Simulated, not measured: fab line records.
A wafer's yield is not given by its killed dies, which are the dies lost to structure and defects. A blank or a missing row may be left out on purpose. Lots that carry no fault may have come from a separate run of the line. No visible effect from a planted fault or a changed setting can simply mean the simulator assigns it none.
Chamber matching	flow sky130	4 sister chambers for SKY_VIA2_ETCH_15 on rie-diel-02
The step etches SiO2 in C4F8/O2/Ar, stops on TiN, target depth 546 nm, time 84 s. 8 wafers are shown with their chamber, then 12 later ones without.

## WAFERS WITH THEIR CHAMBER
wafer	chamber	oes-product-au (a.u.)
L077.6	3	0.943
L082.1	1	0.946
L082.5	1	0.941
L086.2	3	0.942
L086.6	0	0.939
L085.1	0	0.944
L085.3	2	0.928
L085.6	2	0.938

## WAFERS WHOSE CHAMBER IS MISSING
wafer	oes-product-au (a.u.)
L091.1	0.944
L091.2	0.941
L091.3	0.938
L091.4	0.945
L091.5	0.938
L091.6	0.941
L094.1	0.942
L094.2	0.941
L094.3	0.948
L094.4	0.942
L094.5	0.935
L094.6	0.930

## CHAMBER TAKEN BY EACH
wafer	from the rows above	in truth
L091.1	can't be placed: 1 or 3 or 0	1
L091.2	can't be placed: 0 or 3 or 1 or 2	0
L091.3	can't be placed: 0 or 3 or 2 or 1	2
L091.4	can't be placed: 1 or 3 or 0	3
L091.5	can't be placed: 0 or 3 or 2 or 1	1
L091.6	can't be placed: 0 or 3 or 1 or 2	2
L094.1	can't be placed: 0 or 3 or 1 or 2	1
L094.2	can't be placed: 0 or 3 or 1 or 2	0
L094.3	can't be placed: 1 or 3 or 0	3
L094.4	can't be placed: 0 or 3 or 1 or 2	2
L094.5	can't be placed: 2 or 0 or 3 or 1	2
L094.6	can't be placed: 2 or 0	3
Placed correctly: 0 of 12. From these rows, 12 cannot be placed; in 11 the true chamber is one of the candidates. Wrongly placed: 0.
How it was worked out, from the rows above alone: a wafer's distance from a chamber is the root of the sum, over the readings, of the square of ((its reading less the chamber's mean) divided by the reading's scatter). If the next closest chamber is less than 2 further off than the closest, the wafer can't be placed; otherwise it belongs to the closest. For every chamber, the mean is computed from those of its wafers that are shown. The scatter: take each reading less its chamber's mean, square it, sum over the shown wafers, divide by the number of wafers less the number of chambers, and take the root.
